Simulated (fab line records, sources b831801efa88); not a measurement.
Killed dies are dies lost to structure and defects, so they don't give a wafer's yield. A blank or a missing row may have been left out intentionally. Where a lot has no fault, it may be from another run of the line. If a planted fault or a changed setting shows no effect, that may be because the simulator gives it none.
Chamber matching :: flow gf180mcu :: wetBench-03 running GF_PSD_CLEAN_12: 3 sister chambers
The step cleans in SC1/SC2, time 150 s. 5 wafers are shown with their chamber, then 5 later ones without.

== WAFERS PAIRED WITH THEIR CHAMBERS ==
wafer: L316.2
chamber: 3
bathHeatDutyPct (%): 12.2
bathGuardTempC (C): 70.2

wafer: L316.3
chamber: 3
bathHeatDutyPct (%): 12.8
bathGuardTempC (C): 69.9

wafer: L321.4
chamber: 0
bathHeatDutyPct (%): 15.2
bathGuardTempC (C): 69.8

wafer: L321.6
chamber: 0
bathHeatDutyPct (%): 16.9
bathGuardTempC (C): 69.6

wafer: L324.3
chamber: 1
bathHeatDutyPct (%): 16.8
bathGuardTempC (C): 69.5

== WAFERS WITH NO CHAMBER GIVEN ==
wafer: L324.4
bathHeatDutyPct (%): 16.4
bathGuardTempC (C): 69.4

wafer: L324.6
bathHeatDutyPct (%): 14.0
bathGuardTempC (C): 69.1

wafer: L329.3
bathHeatDutyPct (%): 16.3
bathGuardTempC (C): 69.5

wafer: L329.4
bathHeatDutyPct (%): 14.4
bathGuardTempC (C): 69.7

wafer: L329.5
bathHeatDutyPct (%): 14.8
bathGuardTempC (C): 69.5

== WHICH CHAMBER EACH WENT THROUGH ==
wafer: L324.4
from the rows above: can't be placed: 1 or 0
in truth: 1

wafer: L324.6
from the rows above: can't be placed: 1 or 0 or 3
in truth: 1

wafer: L329.3
from the rows above: can't be placed: 1 or 0
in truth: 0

wafer: L329.4
from the rows above: can't be placed: 0 or 3 or 1
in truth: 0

wafer: L329.5
from the rows above: can't be placed: 0 or 1
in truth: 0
Correct placement for 0 of the 5. Not placeable from these rows: 5 (in 5, the candidates include the true chamber). 0 placed wrongly.
How it was worked out, from the rows above alone: a wafer's distance from a chamber is the root of the sum, over the readings, of the square of ((its reading less the chamber's mean) divided by the reading's scatter). If the next closest chamber is less than 2 further off than the closest, the wafer can't be placed; otherwise it belongs to the closest. A chamber's mean is the mean of its shown wafers. The scatter: the root of (the sum of the squares of (reading less its chamber's mean) over the shown wafers, divided by (wafers less chambers)).
